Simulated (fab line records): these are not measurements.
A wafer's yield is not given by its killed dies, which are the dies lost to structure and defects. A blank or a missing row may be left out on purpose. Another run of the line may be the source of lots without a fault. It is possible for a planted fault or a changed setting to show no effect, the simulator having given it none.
fab line records	flow sky130
record lots=5	wafers=23
route steps=708 shown LDD_P@257 LDD_HVN@275 LDD_HVP@280 LDD_LDN@291 SPACER@304 SD_P@322 SD_N@346
startH: the number of hours between the record's first day and the start of the first shown wafer of the lot	waitH: time in hours since the lot's previous step	" same as the row above	L1.1+2: a row that stands for several wafers	- no value, or no start given	* or withheld: withheld	< > ~ a bound
route shown NAME@n: a module of which the file shows steps, and the number in the route of the first	usual: average and standard deviation across the fault-free wafers	same: alike in all rows	chamber/n: place in a boat	sites: readings site by site	_std_site: the standard deviation of these	_edge_site: outer sites' mean less inner sites'	radiusMm: how far each site lies from the wafer's centre	mask NAME#n: copy n	behind: the tool/chamber that last shaped the wafer	hold: what put the lot on hold/how long, in hours/how the hold closed	device: which transistor (n, p or np) failed to switch	end of line: the tests these same wafers got at the end of their route	step lacking rows: just its recipe	killed: count of dies lost to structure and defects at first sort (not the wafer's yield)	map: dies across one wafer; x = killed, . = not, _ = none there
set.NAME: the run value of the setting; set.NAME@STEP: its run value at that earlier step	model.NAME: the simulator's own value behind a step, which no gauge read
lots whose settings were changed on purpose; a table a step, a row a wafer
## steps
# step SKY_LDD_P_COAT_02
# recipe resist=NOVOLAK	spinRpm=3000	resistThkNm=1140
lot.wafer	tool	chamber	startH	waitH	set.resistThkNm	model.NOVOLAK_of_LDD_P_COAT_02.thkNm
L074.1	lithoTrack-02	0	414.46	0.1	1140	1141
L074.4+6	"	0	"	"	1140	1145
L077.1+4	lithoTrack-02	0	445.11	0.1	1074	1080
L077.2	"	0	"	"	1140	1148
L077.3	"	0	"	"	1140	1146
L077.5	"	0	"	"	1140	1145
L081.1+5	lithoTrack-02	0	491.46	0.1	1206	1210
L081.2	"	0	"	"	1206	1209
L081.4	"	0	"	"	1140	1137
L081.6	"	0	"	"	1140	1141
L082.1+2	lithoTrack-02	0	497.61	0.1	1140	1146
L082.3	"	0	"	"	1121	1128
L082.4	"	0	"	"	1121	1127
L082.6	"	0	"	"	1121	1129
L084.1	lithoTrack-02	0	518.51	0.1	1140	1139
L084.3	"	0	"	"	1140	1140
L084.4+6	"	0	"	"	1096	1093
L084.5	"	0	"	"	1140	1136
# step SKY_LDD_P_DEVELOP_06
# recipe resist=NOVOLAK	developer=TMAH	developTimeS=60	devTempC=23
lot.wafer	tool	chamber	startH	waitH	set.developTimeS
L074.1+4+6	lithoTrack-02	0	429.66	0.1	60
L077.1+2	lithoTrack-01	0	460.86	0.1	60
L077.3+4+5	"	0	"	"	67.93
L081.1+2+4+5+6	lithoTrack-01	0	506.96	0.1	60
L082.1+2+3	lithoTrack-02	0	513.26	0.1	60
L082.4+6	"	0	"	"	52.08
L084.1+6	lithoTrack-01	0	533.81	0.1	60
L084.3+4+5	"	0	"	"	57.53
# step SKY_LDD_P_IMPLANT_09
# recipe species=BF2	energyKev=25	doseCm2=9.91e+12	tiltDeg=withheld
# step SKY_LDD_P_STRIP_10
# recipe chemistry=O2/N2	powerW=1400	pressureMtorr=1500	platenTempC=withheld	o2FlowSccm=3000	n2FlowSccm=300	overashFraction=0.5
# usual stripTimeToEndpointS=14.20/0.048
lot.wafer	tool	chamber	startH	waitH	set.resistThkNm@LDD_P_COAT_02	stripTimeToEndpointS
L074.1	plasmaAsher-01	1	430.12	0.1	1140	14.20
L074.4	"	1	"	"	1140	14.24
L074.6	"	1	"	"	1140	14.23
L077.1	plasmaAsher-02	0	461.32	0.1	1074	13.46
L077.2	"	1	"	"	1140	14.28
L077.3	"	0	"	"	1140	14.25
L077.4	"	1	"	"	1074	13.47
L077.5	"	0	"	"	1140	14.24
L081.1	plasmaAsher-03	0	507.42	0.1	1206	14.96
L081.2	"	1	"	"	1206	14.95
L081.4	"	0	"	"	1140	14.16
L081.5	"	1	"	"	1206	14.96
L081.6	"	0	"	"	1140	14.19
L082.1	plasmaAsher-02	0	513.72	0.1	1140	14.25
L082.2	"	1	"	"	1140	14.24
L082.3	"	1	"	"	1121	14.04
L082.4	"	0	"	"	1121	14.02
L082.6	"	0	"	"	1121	14.05
L084.1	plasmaAsher-01	1	534.27	0.1	1140	14.16
L084.3	"	0	"	"	1140	14.18
L084.4	"	1	"	"	1096	13.64
L084.5	"	1	"	"	1140	14.14
L084.6	"	0	"	"	1096	13.63
# step SKY_LDD_HVN_IMPLANT_08
# recipe species=P	energyKev=60	doseCm2=3e+13	tiltDeg=40
lot.wafer	tool	chamber	startH	waitH	set.doseCm2
L074.1+4+6	implanter-04	0	461.62	0.0	3e+13
L077.1+3	implanter-03	0	492.92	0.0	3e+13
L077.2+4+5	"	0	"	"	3.21e+13
L081.1+2+6	implanter-04	0	538.37	0.0	3e+13
L081.4+5	"	0	"	"	3.153e+13
L082.1+2+3+4+6	implanter-02	0	544.80	0.0	3e+13
L084.1+5	implanter-02	0	564.35	0.0	2.918e+13
L084.3+4+6	"	0	"	"	3e+13
# step SKY_LDD_HVN_STRIP_09
# recipe chemistry=O2/N2	powerW=1400	pressureMtorr=1500	platenTempC=withheld	o2FlowSccm=3000	n2FlowSccm=300	overashFraction=0.5
# step SKY_LDD_HVN_TW_MEAS_10
# usual LDD_HVN_TW=1423/6.7
lot.wafer	tool	chamber	startH	waitH	set.doseCm2@LDD_HVN_IMPLANT_08	LDD_HVN_TW
L074.1	filmMetro-01	-	461.87	0.1	3e+13	1421
L074.4	"	-	"	"	3e+13	1430
L074.6	"	-	"	"	3e+13	1425
L077.1	filmMetro-01	-	493.17	0.1	3e+13	1427
L077.2	"	-	"	"	3.21e+13	1452
L077.3	"	-	"	"	3e+13	1421
L077.4	"	-	"	"	3.21e+13	1464
L077.5	"	-	"	"	3.21e+13	1453
L081.1	filmMetro-02	-	538.62	0.1	3e+13	1411
L081.2	"	-	"	"	3e+13	1415
L081.4	"	-	"	"	3.153e+13	1443
L081.5	"	-	"	"	3.153e+13	1440
L081.6	"	-	"	"	3e+13	1420
L082.1	filmMetro-02	-	545.05	0.1	3e+13	1426
L082.2	"	-	"	"	3e+13	1420
L082.3	"	-	"	"	3e+13	1416
L082.4	"	-	"	"	3e+13	1419
L082.6	"	-	"	"	3e+13	1421
L084.1	filmMetro-01	-	564.60	0.1	2.918e+13	1411
L084.3	"	-	"	"	3e+13	1430
L084.4	"	-	"	"	3e+13	1429
L084.5	"	-	"	"	2.918e+13	1417
L084.6	"	-	"	"	3e+13	1432
# step SKY_LDD_HVP_COAT_02
# recipe resist=NOVOLAK	spinRpm=3000	resistThkNm=300
lot.wafer	tool	chamber	startH	waitH	set.spinRpm	model.NOVOLAK_of_LDD_HVP_COAT_02.thkNm
L074.1	lithoTrack-02	0	477.51	0.1	3000	300
L074.4	"	0	"	"	3000	299.4
L074.6	"	0	"	"	3000	299.6
L077.1	lithoTrack-04	0	508.42	0.1	2907	306.6
L077.2	"	0	"	"	2907	307.4
L077.3	"	0	"	"	2907	306.4
L077.4	"	0	"	"	3000	301.9
L077.5	"	0	"	"	3000	302.3
L081.1	lithoTrack-02	0	553.91	0.1	3000	300.9
L081.2	"	0	"	"	3000	301.4
L081.4	"	0	"	"	3000	301.5
L081.5	"	0	"	"	3000	299.4
L081.6	"	0	"	"	3000	300.6
L082.1	lithoTrack-02	0	559.41	0.1	3127	292.5
L082.2+6	"	0	"	"	3000	299.4
L082.3	"	0	"	"	3127	292.8
L082.4	"	0	"	"	3127	293.1
L084.1	lithoTrack-03	0	578.94	0.1	3000	299.5
L084.3	"	0	"	"	3213	289.3
L084.4	"	0	"	"	3000	299.4
L084.5	"	0	"	"	3000	300
L084.6	"	0	"	"	3213	290.1
# step SKY_LDD_HVP_SOFTBAKE_03
# recipe tempC=90	timeS=60	resist=NOVOLAK
# step SKY_LDD_HVP_EXPOSE_04
# recipe maskId=HVPTM	na=0.6	sourceShape=conventional	sigmaOuter=0.6	polarization=unpolarized	targetCdNm=700	doseMj=86
# step SKY_LDD_HVP_IMPLANT_08
# recipe species=B	energyKev=20	doseCm2=1.686e+13	tiltDeg=17.9
# step SKY_LDD_HVP_STRIP_09
# recipe chemistry=O2/N2	powerW=1400	pressureMtorr=1500	platenTempC=withheld	o2FlowSccm=3000	n2FlowSccm=300	overashFraction=0.5
# usual stripTimeToEndpointS=4.135/0.02
lot.wafer	tool	chamber	startH	waitH	set.spinRpm@LDD_HVP_COAT_02	stripTimeToEndpointS
L074.1	plasmaAsher-03	1	493.56	0.1	3000	4.141
L074.4	"	1	"	"	3000	4.107
L074.6	"	1	"	"	3000	4.129
L077.1	plasmaAsher-03	0	524.27	0.1	2907	4.234
L077.2	"	1	"	"	2907	4.247
L077.3	"	0	"	"	2907	4.220
L077.4	"	1	"	"	3000	4.161
L077.5	"	0	"	"	3000	4.165
L081.1	plasmaAsher-01	0	568.96	0.1	3000	4.146
L081.2	"	1	"	"	3000	4.143
L081.4	"	0	"	"	3000	4.158
L081.5	"	0	"	"	3000	4.127
L081.6	"	1	"	"	3000	4.149
L082.1	plasmaAsher-01	0	575.21	0.1	3127	4.022
L082.2	"	1	"	"	3000	4.126
L082.3	"	1	"	"	3127	4.039
L082.4	"	0	"	"	3127	4.047
L082.6	"	1	"	"	3000	4.131
L084.1	plasmaAsher-04	1	593.91	0.1	3000	4.116
L084.3	"	0	"	"	3213	4.010
L084.4	"	1	"	"	3000	4.136
L084.5	"	1	"	"	3000	4.135
L084.6	"	0	"	"	3213	3.993
# step SKY_LDD_LDN_COAT_02
# recipe resist=NOVOLAK	spinRpm=3000	resistThkNm=1140
lot.wafer	tool	chamber	startH	waitH	set.resistThkNm	model.NOVOLAK_of_LDD_LDN_COAT_02.thkNm
L074.1+6	lithoTrack-04	0	509.02	0.1	1140	1147
L074.4	"	0	"	"	1140	1144
L077.1	lithoTrack-03	0	539.59	0.1	1092	1092
L077.2+4	"	0	"	"	1092	1093
L077.3	"	0	"	"	1140	1138
L077.5	"	0	"	"	1140	1142
L081.1+4	lithoTrack-03	0	583.94	0.1	1140	1138
L081.2	"	0	"	"	1109	1107
L081.5	"	0	"	"	1109	1108
L081.6	"	0	"	"	1140	1137
L082.1	lithoTrack-01	0	589.91	0.1	1177	1177
L082.2	"	0	"	"	1140	1135
L082.3	"	0	"	"	1140	1136
L082.4	"	0	"	"	1177	1174
L082.6	"	0	"	"	1177	1172
L084.1+5	lithoTrack-04	0	608.62	0.1	1140	1142
L084.3	"	0	"	"	1093	1096
L084.4	"	0	"	"	1093	1094
L084.6	"	0	"	"	1140	1143
# step SKY_LDD_LDN_IMPLANT_08
# recipe species=As	energyKev=15	doseCm2=1.25e+13	tiltDeg=withheld	rotationDeg=23
lot.wafer	tool	chamber	startH	waitH	set.energyKev	model.implant.rpNm	model.implant.drpNm
L074.1+4+6	implanter-01	0	524.77	0.0	15	12.76	5.933
L077.1+3+4	implanter-01	0	555.17	0.0	15	12.84	5.933
L077.2+5	"	0	"	"	15.89	13.37	6.167
L081.1+2+4	implanter-03	0	598.21	0.0	15	12.7	5.933
L081.5+6	"	0	"	"	15.27	12.86	6.005
L082.1+2+6	implanter-02	0	604.61	0.0	14.65	13.13	5.837
L082.3+4	"	0	"	"	15	13.17	5.933
L084.1+4	implanter-02	0	623.97	0.0	15	13.02	5.933
L084.3+5+6	"	0	"	"	14.26	12.92	5.729
# step SKY_LDD_LDN_IMPLANT_09
# recipe species=As	energyKev=15	doseCm2=1.25e+13	tiltDeg=withheld	rotationDeg=113
# step SKY_LDD_LDN_IMPLANT_10
# recipe species=As	energyKev=15	doseCm2=1.25e+13	tiltDeg=withheld	rotationDeg=203
# step SKY_LDD_LDN_IMPLANT_11
# recipe species=As	energyKev=15	doseCm2=1.25e+13	tiltDeg=withheld	rotationDeg=293
# step SKY_LDD_LDN_STRIP_12
# recipe chemistry=O2/N2	powerW=1400	pressureMtorr=1500	platenTempC=withheld	o2FlowSccm=3000	n2FlowSccm=300	overashFraction=0.5
# usual stripTimeToEndpointS=14.18/0.041
lot.wafer	tool	chamber	startH	waitH	set.resistThkNm@LDD_LDN_COAT_02	stripTimeToEndpointS
L074.1	plasmaAsher-03	0	525.37	0.1	1140	14.25
L074.4	"	0	"	"	1140	14.22
L074.6	"	1	"	"	1140	14.27
L077.1	plasmaAsher-02	0	555.77	0.1	1092	13.62
L077.2	"	1	"	"	1092	13.63
L077.3	"	0	"	"	1140	14.15
L077.4	"	1	"	"	1092	13.63
L077.5	"	0	"	"	1140	14.21
L081.1	plasmaAsher-02	0	598.81	0.1	1140	14.15
L081.2	"	1	"	"	1109	13.78
L081.4	"	0	"	"	1140	14.14
L081.5	"	1	"	"	1109	13.80
L081.6	"	0	"	"	1140	14.13
L082.1	plasmaAsher-02	0	605.21	0.1	1177	14.56
L082.2	"	1	"	"	1140	14.13
L082.3	"	0	"	"	1140	14.15
L082.4	"	1	"	"	1177	14.53
L082.6	"	0	"	"	1177	14.53
L084.1	plasmaAsher-04	0	624.57	0.1	1140	14.20
L084.3	"	1	"	"	1093	13.65
L084.4	"	0	"	"	1093	13.64
L084.5	"	1	"	"	1140	14.19
L084.6	"	0	"	"	1140	14.21
# step SKY_SPACER_CVD_00
# recipe material=Si3N4	precursor=DCS/NH3	targetThkNm=43.1	tempC=770	timeS=740	pressureMtorr=250
lot.wafer	tool	chamber	startH	waitH	set.pressureMtorr	model.Si3N4_of_SPACER_CVD_00.thkNm
L074.1	lpcvd-02	1	525.58	0.0	250	43.42
L074.4	"	1	"	"	250	43.33
L074.6	"	1	"	"	250	42.93
L077.1	-	-	-	0.0	216.3	40.75
L077.2	"	-	"	"	216.3	41.34
L077.3	"	-	"	"	216.3	41.13
L077.4	"	-	"	"	216.3	41.27
L077.5	"	-	"	"	216.3	40.63
L081.1	-	-	-	0.0	284.2	44.76
L081.2	"	-	"	"	284.2	44.7
L081.4	"	-	"	"	284.2	44.59
L081.5	"	-	"	"	284.2	44.89
L081.6	"	-	"	"	284.2	44.72
L082.1	-	-	-	0.4	262.5	43.33
L082.2	"	-	"	"	262.5	43.64
L082.3	"	-	"	"	262.5	43.59
L082.4	"	-	"	"	262.5	43.67
L082.6	"	-	"	"	262.5	43.6
L084.1	-	-	-	0.0	235.5	42.03
L084.3	"	-	"	"	235.5	42.38
L084.4	"	-	"	"	235.5	41.97
L084.5	"	-	"	"	235.5	42.04
L084.6	"	-	"	"	235.5	42.3
# step SKY_SPACER_THK_MEAS_01
# recipe reads=Si3N4_of_SPACER_CVD_00
# usual SPACER_CVD_00_THK=43.2/0.33
lot.wafer	tool	chamber	startH	waitH	set.pressureMtorr@SPACER_CVD_00	SPACER_CVD_00_THK[nm]
L074.1	filmMetro-04	-	526.79	0.0	250	43.4
L074.4	"	-	"	"	250	43.3
L074.6	"	-	"	"	250	43.0
L077.1	filmMetro-04	-	-	-	216.3	40.8
L077.2	"	-	"	"	216.3	41.3
L077.3	"	-	"	"	216.3	41.2
L077.4	"	-	"	"	216.3	41.3
L077.5	"	-	"	"	216.3	40.6
L081.1	filmMetro-04	-	-	-	284.2	44.8
L081.2	"	-	"	"	284.2	44.7
L081.4	"	-	"	"	284.2	44.6
L081.5	"	-	"	"	284.2	44.9
L081.6	"	-	"	"	284.2	44.7
L082.1	filmMetro-01	-	-	-	262.5	43.3
L082.2	"	-	"	"	262.5	43.7
L082.3	"	-	"	"	262.5	43.6
L082.4	"	-	"	"	262.5	43.7
L082.6	"	-	"	"	262.5	43.6
L084.1	filmMetro-01	-	-	-	235.5	42.1
L084.3	"	-	"	"	235.5	42.4
L084.4	"	-	"	"	235.5	42.0
L084.5	"	-	"	"	235.5	42.0
L084.6	"	-	"	"	235.5	42.3
# step SKY_SPACER_ETCHBACK_02
# recipe chemistry=CH3F/O2	target=Si3N4	stopOn=SiO2	sourceW=400	biasW=80	pressureMtorr=25	ch3fFlowSccm=40	O2_flow_sccm=30	timeS=46.7	targetDepthA=450
lot.wafer	tool	chamber	startH	waitH	set.pressureMtorr@SPACER_CVD_00	model.etch.depthNm
L074.1	rieDiel-02	3	526.85	0.1	250	43.42
L074.4	"	2	"	"	250	43.33
L074.6	"	0	"	"	250	42.93
L077.1+2+3+5	rieDiel-04	3,1,2,2	557.25	0.1	216.3	-
L077.4	"	0	"	"	216.3	41.27
L081.1+4+5+6	rieDiel-03	2,0,0,1	600.29	0.1	284.2	-
L081.2	"	1	"	"	284.2	44.7
L082.1+2+3+4+6	rieDiel-02	2,3,0,1,0	607.04	0.1	262.5	-
L084.1+4+5	rieDiel-04	2,1,2	626.05	0.1	235.5	-
L084.3	"	3	"	"	235.5	42.38
L084.6	"	1	"	"	235.5	42.3
# step SKY_SD_P_COAT_02
# recipe resist=NOVOLAK	spinRpm=3000	resistThkNm=1140
lot.wafer	tool	chamber	startH	waitH	set.spinRpm	model.NOVOLAK_of_SD_P_COAT_02.thkNm
L074.1	lithoTrack-01	0	572.91	0.1	3000	1142
L074.4	"	0	"	"	3000	1137
L074.6	"	0	"	"	3000	1139
L077.1	lithoTrack-03	0	601.09	0.1	3169	1108
L077.2	"	0	"	"	3169	1110
L077.3+5	"	0	"	"	3000	1139
L077.4	"	0	"	"	3000	1140
L081.1	lithoTrack-01	0	644.31	0.1	3000	1134
L081.2	"	0	"	"	3000	1139
L081.4+5	"	0	"	"	3196	1102
L081.6	"	0	"	"	3196	1100
L082.1+2	lithoTrack-01	0	650.76	0.1	3000	1132
L082.3+6	"	0	"	"	2913	1150
L082.4	"	0	"	"	2913	1152
L084.1	lithoTrack-01	0	669.61	0.1	3000	1139
L084.3+4	"	0	"	"	3000	1138
L084.5	"	0	"	"	3000	1136
L084.6	"	0	"	"	3000	1140
# step SKY_SD_P_DEVELOP_06
# recipe resist=NOVOLAK	developer=TMAH	developTimeS=60	devTempC=23
lot.wafer	tool	chamber	startH	waitH	set.developTimeS
L074.1+4+6	lithoTrack-03	0	587.69	0.1	60
L077.1+3	lithoTrack-01	0	616.11	0.1	64.57
L077.2+4+5	"	0	"	"	60
L081.1+4+5	lithoTrack-03	0	658.49	0.1	60
L081.2+6	"	0	"	"	67.72
L082.1+3+4	lithoTrack-01	0	665.56	0.1	57.54
L082.2+6	"	0	"	"	60
L084.1+3+6	lithoTrack-02	0	684.01	0.1	65.55
L084.4+5	"	0	"	"	60
# step SKY_SD_P_CD_MEAS_07
# recipe targetCdNm=380
# usual cdNm=380.6/2.4
lot.wafer	tool	chamber	startH	waitH	set.developTimeS@SD_P_DEVELOP_06	cdNm
L074.1	cdSem-01	-	587.84	0.1	60	382.5
L074.4	"	-	"	"	60	382.2
L074.6	"	-	"	"	60	381.2
L077.1	cdSem-02	-	616.26	0.1	64.57	391.3
L077.2	"	-	"	"	60	382.9
L077.3	"	-	"	"	64.57	389.6
L077.4	"	-	"	"	60	377.4
L077.5	"	-	"	"	60	382.5
L081.1	cdSem-01	-	658.64	0.1	60	382.7
L081.2	"	-	"	"	67.72	393.8
L081.4	"	-	"	"	60	388.3
L081.5	"	-	"	"	60	385.8
L081.6	"	-	"	"	67.72	398.6
L082.1	cdSem-02	-	665.71	0.1	57.54	381.5
L082.2	"	-	"	"	60	382.9
L082.3	"	-	"	"	57.54	378.0
L082.4	"	-	"	"	57.54	377.0
L082.6	"	-	"	"	60	383.3
L084.1	cdSem-02	-	684.16	0.1	65.55	387.1
L084.3	"	-	"	"	65.55	387.6
L084.4	"	-	"	"	60	374.6
L084.5	"	-	"	"	60	381.0
L084.6	"	-	"	"	65.55	387.4
# step SKY_SD_P_IMPLANT_09
# recipe species=BF2	energyKev=20.12	doseCm2=3e+15	tiltDeg=0
# step SKY_SD_P_STRIP_10
# recipe chemistry=O2/N2	powerW=1400	pressureMtorr=1500	platenTempC=withheld	o2FlowSccm=3000	n2FlowSccm=300	overashFraction=0.5
# usual stripTimeToEndpointS=17.50/0.055
lot.wafer	tool	chamber	startH	waitH	set.spinRpm@SD_P_COAT_02	stripTimeToEndpointS
L074.1	plasmaAsher-02	0	588.14	0.1	3000	17.55
L074.4	"	1	"	"	3000	17.48
L074.6	"	0	"	"	3000	17.48
L077.1	plasmaAsher-02	0	616.57	0.1	3169	17.14
L077.2	"	1	"	"	3169	17.18
L077.3	"	1	"	"	3000	17.52
L077.4	"	0	"	"	3000	17.52
L077.5	"	1	"	"	3000	17.52
L081.1	plasmaAsher-04	1	658.94	0.1	3000	17.43
L081.2	"	0	"	"	3000	17.50
L081.4	"	0	"	"	3196	17.08
L081.5	"	0	"	"	3196	17.08
L081.6	"	1	"	"	3196	17.05
L082.1	plasmaAsher-04	1	666.02	0.1	3000	17.39
L082.2	"	0	"	"	3000	17.40
L082.3	"	0	"	"	2913	17.62
L082.4	"	1	"	"	2913	17.57
L082.6	"	1	"	"	2913	17.58
L084.1	plasmaAsher-01	0	684.47	0.1	3000	17.52
L084.3	"	1	"	"	3000	17.50
L084.4	"	0	"	"	3000	17.49
L084.5	"	0	"	"	3000	17.46
L084.6	"	1	"	"	3000	17.52
# step SKY_SD_N_EXPOSE_04
# recipe maskId=NSDM	na=0.6	sourceShape=conventional	sigmaOuter=0.6	polarization=unpolarized	targetCdNm=380	doseMj=141
lot.wafer	tool	chamber	startH	waitH	mask	set.doseMj
L074.1+4+6	ilineStepper-02	0	-	-	NSDM#0	141
L077.1+2+3+4+5	ilineStepper-01	0	-	-	NSDM#0	141
L081.1+2+4	ilineStepper-02	0	-	-	NSDM#0	131.1
L081.5+6	"	0	"	"	NSDM#0	141
L082.1+4+6	ilineStepper-02	0	-	-	NSDM#0	141
L082.2+3	"	0	"	"	NSDM#0	132.5
L084.1+6	ilineStepper-01	0	-	-	NSDM#0	141
L084.3+4+5	"	0	"	"	NSDM#0	148.9
# step SKY_SD_N_PEB_05
# recipe tempC=withheld	timeS=*	resist=NOVOLAK
# step SKY_SD_N_DEVELOP_06
# recipe resist=NOVOLAK	developer=TMAH	developTimeS=60	devTempC=23
# step SKY_SD_N_CD_MEAS_07
# recipe targetCdNm=380
# usual cdNm=378.1/2.4
lot.wafer	tool	chamber	startH	waitH	set.doseMj@SD_N_EXPOSE_04	cdNm
L074.1	cdSem-01	-	647.07	0.1	141	378.7
L074.4	"	-	"	"	141	377.9
L074.6	"	-	"	"	141	374.8
L077.1	cdSem-01	-	674.09	0.1	141	379.5
L077.2	"	-	"	"	141	379.5
L077.3	"	-	"	"	141	378.4
L077.4	"	-	"	"	141	377.9
L077.5	"	-	"	"	141	380.2
L081.1	cdSem-01	-	714.66	0.1	131.1	355.2
L081.2	"	-	"	"	131.1	354.7
L081.4	"	-	"	"	131.1	355.4
L081.5	"	-	"	"	141	378.1
L081.6	"	-	"	"	141	374.3
L082.1	cdSem-02	-	720.72	0.1	141	376.4
L082.2	"	-	"	"	132.5	356.7
L082.3	"	-	"	"	132.5	358.0
L082.4	"	-	"	"	141	373.6
L082.6	"	-	"	"	141	375.9
L084.1	cdSem-02	-	739.67	0.1	141	373.4
L084.3	"	-	"	"	148.9	388.1
L084.4	"	-	"	"	148.9	389.4
L084.5	"	-	"	"	148.9	391.5
L084.6	"	-	"	"	141	376.3
## key
split step=SKY_LDD_P_COAT_02	setting=resistThkNm	stated=1140	by=wafer
response step=SKY_LDD_P_COAT_02	reading=model.NOVOLAK_of_LDD_P_COAT_02.thkNm	change=+11.7	per=1%	r=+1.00
response step=SKY_LDD_P_STRIP_10	reading=stripTimeToEndpointS	change=*	per=1%	r=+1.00
split step=SKY_LDD_P_DEVELOP_06	setting=developTimeS	stated=60	by=wafer
response none clear
split step=SKY_LDD_HVN_IMPLANT_08	setting=doseCm2	stated=3e+13	by=wafer
response step=SKY_LDD_HVN_TW_MEAS_10	reading=LDD_HVN_TW	change=+4.96	per=1%	r=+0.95
split step=SKY_LDD_HVP_COAT_02	setting=spinRpm	stated=3000	by=wafer
response step=SKY_LDD_HVP_COAT_02	reading=model.NOVOLAK_of_LDD_HVP_COAT_02.thkNm	change=-1.45	per=1%	r=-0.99
response step=SKY_LDD_HVP_STRIP_09	reading=stripTimeToEndpointS	change=*	per=1%	r=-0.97
split step=SKY_LDD_LDN_COAT_02	setting=resistThkNm	stated=1140	by=wafer
response step=SKY_LDD_LDN_COAT_02	reading=model.NOVOLAK_of_LDD_LDN_COAT_02.thkNm	change=+11.4	per=1%	r=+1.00
response step=SKY_LDD_LDN_STRIP_12	reading=stripTimeToEndpointS	change=*	per=1%	r=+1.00
split step=SKY_LDD_LDN_IMPLANT_08	setting=energyKev	stated=15	by=wafer
response step=SKY_LDD_LDN_IMPLANT_08	reading=model.implant.rpNm	shape=bent	atLowest=12.92	atStated=12.87	atHighest=13.37
response step=SKY_LDD_LDN_IMPLANT_08	reading=model.implant.drpNm	change=+0.0402	per=1%	r=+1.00
split step=SKY_SPACER_CVD_00	setting=pressureMtorr	stated=250	by=lot
response step=SKY_SPACER_CVD_00	reading=model.Si3N4_of_SPACER_CVD_00.thkNm	change=+0.136	per=1%	r=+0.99
response step=SKY_SPACER_THK_MEAS_01	reading=SPACER_CVD_00_THK	change=+0.136	per=1%	r=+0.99
response step=SKY_SPACER_ETCHBACK_02	reading=model.etch.depthNm	change=+0.127	per=1%	r=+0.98
split step=SKY_SD_P_COAT_02	setting=spinRpm	stated=3000	by=wafer
response step=SKY_SD_P_COAT_02	reading=model.NOVOLAK_of_SD_P_COAT_02.thkNm	change=-5.56	per=1%	r=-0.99
response step=SKY_SD_P_STRIP_10	reading=stripTimeToEndpointS	change=*	per=1%	r=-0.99
split step=SKY_SD_P_DEVELOP_06	setting=developTimeS	stated=60	by=wafer
response step=SKY_SD_P_CD_MEAS_07	reading=cdNm	change=+0.966	per=1%	r=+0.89
split step=SKY_SD_N_EXPOSE_04	setting=doseMj	stated=141	by=wafer
response step=SKY_SD_N_CD_MEAS_07	reading=cdNm	change=+2.9	per=1%	r=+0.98
